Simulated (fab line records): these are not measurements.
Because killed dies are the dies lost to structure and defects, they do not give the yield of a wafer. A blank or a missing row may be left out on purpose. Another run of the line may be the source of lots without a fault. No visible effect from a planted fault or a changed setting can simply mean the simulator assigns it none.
What tool caused it? :: flow gf180mcu :: Sampling: 24 lots, 72 wafers, 5 of 602 route steps

## WHAT THE GAUGES SHOWED, per wafer
GF_SAB_OVL_MEAS_10. Usual: for SAB_OVL the level is 1.4 nm and the standard deviation is 1.3.
lot: L074
measured: day 15 03:02
on: overlay-01
SAB_OVL (nm): 2.0 1.9 1.7
flag: 

lot: L075
measured: day 15 07:19
on: overlay-02
SAB_OVL (nm): 3.1 1.4 3.7
flag: 

lot: L076
measured: day 15 16:16
on: overlay-01
SAB_OVL (nm): -1.8 -2.2 -0.3
flag: 

lot: L077
measured: day 16 04:56
on: overlay-02
SAB_OVL (nm): 2.2 2.3 3.1
flag: 

lot: L078
measured: day 16 05:50
on: overlay-01
SAB_OVL (nm): 3.1 1.6 1.9
flag: 

lot: L079
measured: day 16 18:59
on: overlay-02
SAB_OVL (nm): 0.7 1.2 0.9
flag: 

lot: L080
measured: day 17 04:46
on: overlay-01
SAB_OVL (nm): -2.3 -1.0 -0.3
flag: 

lot: L081
measured: day 17 11:40
on: overlay-01
SAB_OVL (nm): 2.4 2.4 0.1
flag: 

lot: L082
measured: day 18 01:50
on: overlay-01
SAB_OVL (nm): -0.1 -0.4 1.5
flag: 

lot: L083
measured: day 18 09:58
on: overlay-02
SAB_OVL (nm): 1.8 2.1 2.2
flag: 

lot: L084
measured: day 18 16:31
on: overlay-01
SAB_OVL (nm): 2.1 2.9 1.7
flag: 

lot: L085
measured: day 19 09:40
on: overlay-02
SAB_OVL (nm): 1.8 1.5 1.6
flag: 

lot: L086
measured: day 20 00:16
on: overlay-02
SAB_OVL (nm): 1.2 1.8 1.4
flag: 

lot: L087
measured: day 20 05:25
on: overlay-01
SAB_OVL (nm): 2.4 2.2 1.2
flag: 

lot: L088
measured: day 20 06:43
on: overlay-02
SAB_OVL (nm): -0.1 1.7 2.2
flag: 

lot: L089
measured: day 20 11:07
on: overlay-01
SAB_OVL (nm): 0.4 1.0 1.4
flag: 

lot: L091
measured: day 21 04:55
on: overlay-02
SAB_OVL (nm): 1.3 2.8 0.8
flag: 

lot: L090
measured: day 21 01:01
on: overlay-02
SAB_OVL (nm): 1.1 -0.1 1.1
flag: 

lot: L092
measured: day 21 15:14
on: overlay-02
SAB_OVL (nm): 3.8 3.3 4.1
flag: 

lot: L093
measured: day 21 21:01
on: overlay-02
SAB_OVL (nm): 0.1 2.2 1.5
flag: 

lot: L094
measured: day 22 03:26
on: overlay-01
SAB_OVL (nm): 1.3 0.2 -0.4
flag: 

lot: L095
measured: day 22 11:17
on: overlay-02
SAB_OVL (nm): 1.8 2.5 1.1
flag: 

lot: L096
measured: day 22 18:15
on: overlay-02
SAB_OVL (nm): 1.6 1.0 1.7
flag: 

lot: L097
measured: day 22 23:22
on: overlay-02
SAB_OVL (nm): 2.7 2.6 0.9
flag: 

GF_M4_THK_MEAS_06: measures by xrf. Usual: for M4_ALCU_THK the level is 456 nm and the standard deviation is 4.4.
lot: L074
measured: day 22 09:30
on: film-metro-04
M4_ALCU_THK (nm): 452 455 454
flag: 

lot: L075
measured: day 22 14:27
on: film-metro-03
M4_ALCU_THK (nm): 461 458 456
flag: 

lot: L076
measured: day 22 21:35
on: film-metro-02
M4_ALCU_THK (nm): 458 458 463
flag: 

lot: L077
measured: day 23 12:57
on: film-metro-03
M4_ALCU_THK (nm): 458 459 458
flag: 

lot: L078
measured: day 23 13:37
on: film-metro-03
M4_ALCU_THK (nm): 453 456 457
flag: 

lot: L079
measured: day 24 02:45
on: film-metro-02
M4_ALCU_THK (nm): 451 448 449
flag: 

lot: L080
measured: day 24 12:09
on: film-metro-02
M4_ALCU_THK (nm): 463 460 461
flag: 

lot: L081
measured: day 24 17:52
on: film-metro-04
M4_ALCU_THK (nm): 454 456 460
flag: 

lot: L082
measured: day 25 08:19
on: film-metro-03
M4_ALCU_THK (nm): 455 453 457
flag: 

lot: L083
measured: day 25 16:04
on: film-metro-02
M4_ALCU_THK (nm): 449 454 450
flag: 

lot: L084
measured: day 25 20:56
on: film-metro-04
M4_ALCU_THK (nm): 456 452 461
flag: 

lot: L085
measured: day 26 11:47
on: film-metro-03
M4_ALCU_THK (nm): 447 453 453
flag: 

lot: L086
measured: day 27 02:28
on: film-metro-02
M4_ALCU_THK (nm): 462 462 456
flag: 

lot: L087
measured: day 27 07:01
on: film-metro-02
M4_ALCU_THK (nm): 460 461 456
flag: 

lot: L088
measured: day 27 07:36
on: film-metro-02
M4_ALCU_THK (nm): 458 459 463
flag: 

lot: L089
measured: day 27 11:52
on: film-metro-03
M4_ALCU_THK (nm): 456 458 460
flag: 

lot: L091
measured: day 28 03:17
on: film-metro-04
M4_ALCU_THK (nm): 452 453 457
flag: 

lot: L090
measured: day 27 23:58
on: film-metro-02
M4_ALCU_THK (nm): 460 461 459
flag: 

lot: L092
measured: day 28 11:34
on: film-metro-02
M4_ALCU_THK (nm): 456 456 458
flag: 

lot: L093
measured: day 28 17:12
on: film-metro-04
M4_ALCU_THK (nm): 449 455 450
flag: 

lot: L094
measured: day 28 21:16
on: film-metro-03
M4_ALCU_THK (nm): 464 461 459
flag: 

lot: L095
measured: day 29 03:28
on: film-metro-02
M4_ALCU_THK (nm): 452 457 455
flag: 

lot: L096
measured: day 29 10:02
on: film-metro-03
M4_ALCU_THK (nm): 460 459 462
flag: 

lot: L097
measured: day 29 14:56
on: film-metro-04
M4_ALCU_THK (nm): 446 452 449
flag: 

## TOOL THAT RAN EACH LOT (tool first, then ch and the chambers of the sampled wafers, then the start)
lot: L074
GF_MVPSD_STRIP_10: plasma-asher-03 ch 0,1, day 5 01:29
GF_VT_IMPLANT_STRIP_20: plasma-asher-02 ch 0,1, day 6 05:47
GF_V3_SPUTTER_22: pvd-sputter-03, day 22 08:31

lot: L075
GF_MVPSD_STRIP_10: plasma-asher-01 ch 0,1, day 5 04:53
GF_VT_IMPLANT_STRIP_20: plasma-asher-01 ch 0,1, day 6 09:43
GF_V3_SPUTTER_22: pvd-sputter-02, day 22 13:28

lot: L076
GF_MVPSD_STRIP_10: plasma-asher-04 ch 0,1, day 5 11:08
GF_VT_IMPLANT_STRIP_20: plasma-asher-04 ch 0,1, day 6 17:26
GF_V3_SPUTTER_22: pvd-sputter-04, day 22 20:37

lot: L077
GF_MVPSD_STRIP_10: plasma-asher-03 ch 0,1, day 5 18:13
GF_VT_IMPLANT_STRIP_20: plasma-asher-01 ch 0,1, day 6 23:47
GF_V3_SPUTTER_22: pvd-sputter-03, day 23 11:58

lot: L078
GF_MVPSD_STRIP_10: plasma-asher-04 ch 0,1, day 5 22:08
GF_VT_IMPLANT_STRIP_20: plasma-asher-04 ch 0,1, day 7 03:10
GF_V3_SPUTTER_22: pvd-sputter-03, day 23 12:38

lot: L079
GF_MVPSD_STRIP_10: plasma-asher-01 ch 0,1, day 6 06:56
GF_VT_IMPLANT_STRIP_20: plasma-asher-02 ch 0,1, day 7 13:08
GF_V3_SPUTTER_22: pvd-sputter-03, day 24 01:46

lot: L080
GF_MVPSD_STRIP_10: plasma-asher-03 ch 0,1, day 6 10:23
GF_VT_IMPLANT_STRIP_20: plasma-asher-02 ch 0,1, day 7 18:03
GF_V3_SPUTTER_22: pvd-sputter-03, day 24 11:11

lot: L081
GF_MVPSD_STRIP_10: plasma-asher-01 ch 0,1, day 6 16:59
GF_VT_IMPLANT_STRIP_20: plasma-asher-02 ch 0,1, day 8 01:04
GF_V3_SPUTTER_22: pvd-sputter-03, day 24 16:53

lot: L082
GF_MVPSD_STRIP_10: plasma-asher-04 ch 0,1, day 7 01:19
GF_VT_IMPLANT_STRIP_20: plasma-asher-04 ch 0,1, day 8 09:57
GF_V3_SPUTTER_22: pvd-sputter-03, day 25 07:19

lot: L083
GF_MVPSD_STRIP_10: plasma-asher-04 ch 0,1, day 7 07:43
GF_VT_IMPLANT_STRIP_20: plasma-asher-01 ch 0,1, day 8 15:19
GF_V3_SPUTTER_22: pvd-sputter-04, day 25 15:05

lot: L084
GF_MVPSD_STRIP_10: plasma-asher-01 ch 1, day 7 14:17
GF_VT_IMPLANT_STRIP_20: plasma-asher-04 ch 0,1, day 8 22:32
GF_V3_SPUTTER_22: pvd-sputter-04, day 25 19:58

lot: L085
GF_MVPSD_STRIP_10: plasma-asher-03 ch 0,1, day 8 01:32
GF_VT_IMPLANT_STRIP_20: plasma-asher-04 ch 0,1, day 9 10:45
GF_V3_SPUTTER_22: pvd-sputter-03, day 26 10:49

lot: L086
GF_MVPSD_STRIP_10: plasma-asher-03 ch 0,1, day 8 11:11
GF_VT_IMPLANT_STRIP_20: plasma-asher-02 ch 0,1, day 9 21:02
GF_V3_SPUTTER_22: pvd-sputter-02, day 27 01:29

lot: L087
GF_MVPSD_STRIP_10: plasma-asher-03 ch 1, day 8 11:38
GF_VT_IMPLANT_STRIP_20: plasma-asher-02 ch 0,1, day 9 21:33
GF_V3_SPUTTER_22: pvd-sputter-04, day 27 06:02

lot: L088
GF_MVPSD_STRIP_10: plasma-asher-03 ch 0,1, day 8 14:39
GF_VT_IMPLANT_STRIP_20: plasma-asher-02 ch 0,1, day 9 23:56
GF_V3_SPUTTER_22: pvd-sputter-02, day 27 06:23

lot: L089
GF_MVPSD_STRIP_10: plasma-asher-03 ch 0,1, day 8 18:15
GF_VT_IMPLANT_STRIP_20: plasma-asher-02 ch 0,1, day 10 04:58
GF_V3_SPUTTER_22: pvd-sputter-04, day 27 10:53

lot: L091
GF_MVPSD_STRIP_10: plasma-asher-03 ch 0,1, day 9 05:23
GF_VT_IMPLANT_STRIP_20: plasma-asher-04 ch 0,1, day 10 16:28
GF_V3_SPUTTER_22: pvd-sputter-02, day 28 02:18

lot: L090
GF_MVPSD_STRIP_10: plasma-asher-03 ch 0,1, day 9 06:08
GF_VT_IMPLANT_STRIP_20: plasma-asher-04 ch 0,1, day 10 17:20
GF_V3_SPUTTER_22: pvd-sputter-03, day 27 23:00

lot: L092
GF_MVPSD_STRIP_10: plasma-asher-01 ch 0,1, day 9 13:32
GF_VT_IMPLANT_STRIP_20: plasma-asher-02 ch 0,1, day 11 01:54
GF_V3_SPUTTER_22: pvd-sputter-03, day 28 10:35

lot: L093
GF_MVPSD_STRIP_10: plasma-asher-03 ch 0,1, day 9 20:59
GF_VT_IMPLANT_STRIP_20: plasma-asher-02 ch 0,1, day 11 09:06
GF_V3_SPUTTER_22: pvd-sputter-03, day 28 16:13

lot: L094
GF_MVPSD_STRIP_10: plasma-asher-04 ch 0,1, day 9 23:26
GF_VT_IMPLANT_STRIP_20: plasma-asher-02 ch 0,1, day 11 11:52
GF_V3_SPUTTER_22: pvd-sputter-04, day 28 20:18

lot: L095
GF_MVPSD_STRIP_10: plasma-asher-01 ch 0,1, day 10 04:53
GF_VT_IMPLANT_STRIP_20: plasma-asher-02 ch 0,1, day 11 17:18
GF_V3_SPUTTER_22: pvd-sputter-03, day 29 02:29

lot: L096
GF_MVPSD_STRIP_10: plasma-asher-04 ch 0,1, day 10 12:14
GF_VT_IMPLANT_STRIP_20: plasma-asher-01 ch 0,1, day 12 01:05
GF_V3_SPUTTER_22: pvd-sputter-03, day 29 09:03

lot: L097
GF_MVPSD_STRIP_10: plasma-asher-04 ch 0,1, day 10 16:05
GF_VT_IMPLANT_STRIP_20: plasma-asher-02 ch 0,1, day 12 05:45
GF_V3_SPUTTER_22: pvd-sputter-04, day 29 13:57
- GF_MVPSD_STRIP_10: strips in O2/N2.
- GF_VT_IMPLANT_STRIP_20: strips in O2/N2.
- GF_V3_SPUTTER_22: material TiN, target thk 10 nm, time 40 s.

## AS READ BY THE TOOLS THEMSELVES (means over the sampled wafers that have a number; for cases with no such wafer, the mark the record gives instead)
GF_MVPSD_STRIP_10. Usual: drypump-motor-current-A 6.14 A, standard deviation 0.15; heater-power-w 322 W, standard deviation 35; oes-product-au 0.723 a.u., standard deviation 0.0046; strip-time-to-endpoint-s 36.93 s, standard deviation 0.096.
lot: L074
tool: plasma-asher-03
drypump-motor-current-A (A): 6.12
heater-power-w (W): 362
oes-product-au (a.u.): 0.720
strip-time-to-endpoint-s (s): 36.94
flag: 

lot: L075
tool: plasma-asher-01
drypump-motor-current-A (A): 6.17
heater-power-w (W): 317
oes-product-au (a.u.): 0.717
strip-time-to-endpoint-s (s): 37.13
flag: 

lot: L076
tool: plasma-asher-04
drypump-motor-current-A (A): 6.11
heater-power-w (W): 270
oes-product-au (a.u.): 0.721
strip-time-to-endpoint-s (s): 37.06
flag: 

lot: L077
tool: plasma-asher-03
drypump-motor-current-A (A): 6.13
heater-power-w (W): 353
oes-product-au (a.u.): 0.722
strip-time-to-endpoint-s (s): 36.94
flag: 

lot: L078
tool: plasma-asher-04
drypump-motor-current-A (A): 6.11
heater-power-w (W): 277
oes-product-au (a.u.): 0.722
strip-time-to-endpoint-s (s): 36.95
flag: 

lot: L079
tool: plasma-asher-01
drypump-motor-current-A (A): 6.17
heater-power-w (W): 309
oes-product-au (a.u.): 0.724
strip-time-to-endpoint-s (s): 36.92
flag: 

lot: L080
tool: plasma-asher-03
drypump-motor-current-A (A): 6.11
heater-power-w (W): 363
oes-product-au (a.u.): 0.722
strip-time-to-endpoint-s (s): 36.96
flag: 

lot: L081
tool: plasma-asher-01
drypump-motor-current-A (A): 6.33
heater-power-w (W): 317
oes-product-au (a.u.): 0.721
strip-time-to-endpoint-s (s): 37.04
flag: 

lot: L082
tool: plasma-asher-04
drypump-motor-current-A (A): 6.07
heater-power-w (W): 277
oes-product-au (a.u.): 0.725
strip-time-to-endpoint-s (s): 36.87
flag: 

lot: L083
tool: plasma-asher-04
drypump-motor-current-A (A): 6.05
heater-power-w (W): 279
oes-product-au (a.u.): 0.721
strip-time-to-endpoint-s (s): 36.87
flag: 

lot: L084
tool: plasma-asher-01
drypump-motor-current-A (A): 6.02
heater-power-w (W): 311
oes-product-au (a.u.): 0.724
strip-time-to-endpoint-s (s): 36.88
flag: 

lot: L085
tool: plasma-asher-03
drypump-motor-current-A (A): 6.12
heater-power-w (W): 354
oes-product-au (a.u.): 0.728
strip-time-to-endpoint-s (s): 36.96
flag: 

lot: L086
tool: plasma-asher-03
drypump-motor-current-A (A): 6.12
heater-power-w (W): 348
oes-product-au (a.u.): 0.724
strip-time-to-endpoint-s (s): 36.97
flag: 

lot: L087
tool: plasma-asher-03
drypump-motor-current-A (A): 6.11
heater-power-w (W): 341
oes-product-au (a.u.): 0.724
strip-time-to-endpoint-s (s): 36.85
flag: 

lot: L088
tool: plasma-asher-03
drypump-motor-current-A (A): 6.13
heater-power-w (W): 347
oes-product-au (a.u.): 0.726
strip-time-to-endpoint-s (s): 36.78
flag: 

lot: L089
tool: plasma-asher-03
drypump-motor-current-A (A): 6.13
heater-power-w (W): 346
oes-product-au (a.u.): 0.725
strip-time-to-endpoint-s (s): 36.92
flag: 

lot: L091
tool: plasma-asher-03
drypump-motor-current-A (A): 6.14
heater-power-w (W): 344
oes-product-au (a.u.): 0.725
strip-time-to-endpoint-s (s): 36.76
flag: 

lot: L090
tool: plasma-asher-03
drypump-motor-current-A (A): 6.11
heater-power-w (W): 359
oes-product-au (a.u.): 0.724
strip-time-to-endpoint-s (s): 36.98
flag: 

lot: L092
tool: plasma-asher-01
drypump-motor-current-A (A): 6.19
heater-power-w (W): 314
oes-product-au (a.u.): 0.719
strip-time-to-endpoint-s (s): 36.86
flag: 

lot: L093
tool: plasma-asher-03
drypump-motor-current-A (A): 6.12
heater-power-w (W): 348
oes-product-au (a.u.): 0.723
strip-time-to-endpoint-s (s): 36.85
flag: 

lot: L094
tool: plasma-asher-04
drypump-motor-current-A (A): 6.06
heater-power-w (W): 284
oes-product-au (a.u.): 0.728
strip-time-to-endpoint-s (s): 36.86
flag: 

lot: L095
tool: plasma-asher-01
drypump-motor-current-A (A): 6.36
heater-power-w (W): 321
oes-product-au (a.u.): 0.723
strip-time-to-endpoint-s (s): 37.03
flag: 

lot: L096
tool: plasma-asher-04
drypump-motor-current-A (A): 6.01
heater-power-w (W): 280
oes-product-au (a.u.): 0.726
strip-time-to-endpoint-s (s): 36.76
flag: 

lot: L097
tool: plasma-asher-04
drypump-motor-current-A (A): 6.04
heater-power-w (W): 279
oes-product-au (a.u.): 0.729
strip-time-to-endpoint-s (s): 36.94
flag: 

GF_VT_IMPLANT_STRIP_20. Usual: drypump-motor-current-A 6.0 A, standard deviation 0.34; heater-power-w 305 W, standard deviation 24; oes-product-au 0.716 a.u., standard deviation 0.0047; strip-time-to-endpoint-s 12.63 s, standard deviation 0.034.
lot: L074
tool: plasma-asher-02
drypump-motor-current-A (A): 5.7
heater-power-w (W): 322
oes-product-au (a.u.): 0.716
strip-time-to-endpoint-s (s): 12.66
flag: 

lot: L075
tool: plasma-asher-01
drypump-motor-current-A (A): 6.3
heater-power-w (W): 315
oes-product-au (a.u.): 0.712
strip-time-to-endpoint-s (s): 12.65
flag: 

lot: L076
tool: plasma-asher-04
drypump-motor-current-A (A): 6.1
heater-power-w (W): 271
oes-product-au (a.u.): 0.714
strip-time-to-endpoint-s (s): 12.62
flag: 

lot: L077
tool: plasma-asher-01
drypump-motor-current-A (A): 6.2
heater-power-w (W): 310
oes-product-au (a.u.): 0.716
strip-time-to-endpoint-s (s): 12.64
flag: 

lot: L078
tool: plasma-asher-04
drypump-motor-current-A (A): 6.0
heater-power-w (W): 279
oes-product-au (a.u.): 0.711
strip-time-to-endpoint-s (s): 12.67
flag: 

lot: L079
tool: plasma-asher-02
drypump-motor-current-A (A): 6.0
heater-power-w (W): 315
oes-product-au (a.u.): 0.713
strip-time-to-endpoint-s (s): 12.57
flag: 

lot: L080
tool: plasma-asher-02
drypump-motor-current-A (A): 5.8
heater-power-w (W): 325
oes-product-au (a.u.): 0.717
strip-time-to-endpoint-s (s): 12.59
flag: 

lot: L081
tool: plasma-asher-02
drypump-motor-current-A (A): 5.7
heater-power-w (W): 319
oes-product-au (a.u.): 0.717
strip-time-to-endpoint-s (s): 12.64
flag: 

lot: L082
tool: plasma-asher-04
drypump-motor-current-A (A): 6.1
heater-power-w (W): 272
oes-product-au (a.u.): 0.717
strip-time-to-endpoint-s (s): 12.66
flag: 

lot: L083
tool: plasma-asher-01
drypump-motor-current-A (A): 6.2
heater-power-w (W): 319
oes-product-au (a.u.): 0.712
strip-time-to-endpoint-s (s): 12.60
flag: 

lot: L084
tool: plasma-asher-04
drypump-motor-current-A (A): 6.1
heater-power-w (W): 281
oes-product-au (a.u.): 0.718
strip-time-to-endpoint-s (s): 12.62
flag: 

lot: L085
tool: plasma-asher-04
drypump-motor-current-A (A): 6.1
heater-power-w (W): 278
oes-product-au (a.u.): 0.717
strip-time-to-endpoint-s (s): 12.61
flag: 

lot: L086
tool: plasma-asher-02
drypump-motor-current-A (A): 6.0
heater-power-w (W): 313
oes-product-au (a.u.): 0.716
strip-time-to-endpoint-s (s): 12.65
flag: 

lot: L087
tool: plasma-asher-02
drypump-motor-current-A (A): 5.7
heater-power-w (W): 318
oes-product-au (a.u.): 0.718
strip-time-to-endpoint-s (s): 12.66
flag: 

lot: L088
tool: plasma-asher-02
drypump-motor-current-A (A): 5.8
heater-power-w (W): 319
oes-product-au (a.u.): 0.717
strip-time-to-endpoint-s (s): 12.65
flag: 

lot: L089
tool: plasma-asher-02
drypump-motor-current-A (A): 6.0
heater-power-w (W): 306
oes-product-au (a.u.): 0.715
strip-time-to-endpoint-s (s): 12.64
flag: 

lot: L091
tool: plasma-asher-04
drypump-motor-current-A (A): 6.1
heater-power-w (W): 273
oes-product-au (a.u.): 0.715
strip-time-to-endpoint-s (s): 12.63
flag: 

lot: L090
tool: plasma-asher-04
drypump-motor-current-A (A): 6.1
heater-power-w (W): 281
oes-product-au (a.u.): 0.714
strip-time-to-endpoint-s (s): 12.57
flag: 

lot: L092
tool: plasma-asher-02
drypump-motor-current-A (A): 5.7
heater-power-w (W): 327
oes-product-au (a.u.): 0.719
strip-time-to-endpoint-s (s): 12.58
flag: 

lot: L093
tool: plasma-asher-02
drypump-motor-current-A (A): 6.0
heater-power-w (W): 307
oes-product-au (a.u.): 0.716
strip-time-to-endpoint-s (s): 12.63
flag: 

lot: L094
tool: plasma-asher-02
drypump-motor-current-A (A): 6.0
heater-power-w (W): 310
oes-product-au (a.u.): 0.717
strip-time-to-endpoint-s (s): 12.61
flag: 

lot: L095
tool: plasma-asher-02
drypump-motor-current-A (A): 5.8
heater-power-w (W): 327
oes-product-au (a.u.): 0.718
strip-time-to-endpoint-s (s): 12.61
flag: 

lot: L096
tool: plasma-asher-01
drypump-motor-current-A (A): 6.2
heater-power-w (W): 317
oes-product-au (a.u.): 0.716
strip-time-to-endpoint-s (s): 12.66
flag: 

lot: L097
tool: plasma-asher-02
drypump-motor-current-A (A): 5.8
heater-power-w (W): 324
oes-product-au (a.u.): 0.711
strip-time-to-endpoint-s (s): 12.61
flag: 

GF_V3_SPUTTER_22. Usual: 30.2 % for throttle-valve-pct, sd 1.4.
lot: L074
tool: pvd-sputter-03
throttle-valve-pct (%): 31.3
flag: 

lot: L075
tool: pvd-sputter-02
throttle-valve-pct (%): 30.3
flag: 

lot: L076
tool: pvd-sputter-04
throttle-valve-pct (%): 31.2
flag: 

lot: L077
tool: pvd-sputter-03
throttle-valve-pct (%): 31.3
flag: 

lot: L078
tool: pvd-sputter-03
throttle-valve-pct (%): 29.4
flag: 

lot: L079
tool: pvd-sputter-03
throttle-valve-pct (%): 29.5
flag: 

lot: L080
tool: pvd-sputter-03
throttle-valve-pct (%): 29.2
flag: 

lot: L081
tool: pvd-sputter-03
throttle-valve-pct (%): 29.6
flag: 

lot: L082
tool: pvd-sputter-03
throttle-valve-pct (%): 30.5
flag: 

lot: L083
tool: pvd-sputter-04
throttle-valve-pct (%): 31.2
flag: 

lot: L084
tool: pvd-sputter-04
throttle-valve-pct (%): 31.2
flag: 

lot: L085
tool: pvd-sputter-03
throttle-valve-pct (%): 29.9
flag: 

lot: L086
tool: pvd-sputter-02
throttle-valve-pct (%): 29.6
flag: 

lot: L087
tool: pvd-sputter-04
throttle-valve-pct (%): 31.2
flag: 

lot: L088
tool: pvd-sputter-02
throttle-valve-pct (%): 29.7
flag: 

lot: L089
tool: pvd-sputter-04
throttle-valve-pct (%): 30.7
flag: 

lot: L091
tool: pvd-sputter-02
throttle-valve-pct (%): 30.3
flag: 

lot: L090
tool: pvd-sputter-03
throttle-valve-pct (%): 29.6
flag: 

lot: L092
tool: pvd-sputter-03
throttle-valve-pct (%): 30.0
flag: 

lot: L093
tool: pvd-sputter-03
throttle-valve-pct (%): 29.6
flag: 

lot: L094
tool: pvd-sputter-04
throttle-valve-pct (%): 30.8
flag: 

lot: L095
tool: pvd-sputter-03
throttle-valve-pct (%): 28.4
flag: 

lot: L096
tool: pvd-sputter-03
throttle-valve-pct (%): 29.4
flag: 

lot: L097
tool: pvd-sputter-04
throttle-valve-pct (%): 31.6
flag: 

## THE ANSWER, worked out from the rows above alone
Rule: a lot is off if the mean of its wafers that have a number lies more than 3 standard deviations from the usual mean. A lot without any number at a reading at which 4 lots or more have one is off too. Where the step has rows for the other lots, those lots are counted as sound. Order of review: gauges by route order, followed by the tools' own readings, for which a lot's mean as printed above is used. The first step at which some lot is off is used, and at that step the reading that is off furthest; a lot without a number counts as furthest.
None of the lots is off at any reading shown; this tells nothing.

## WHAT HAD BEEN PUT IN BY THE SIMULATOR
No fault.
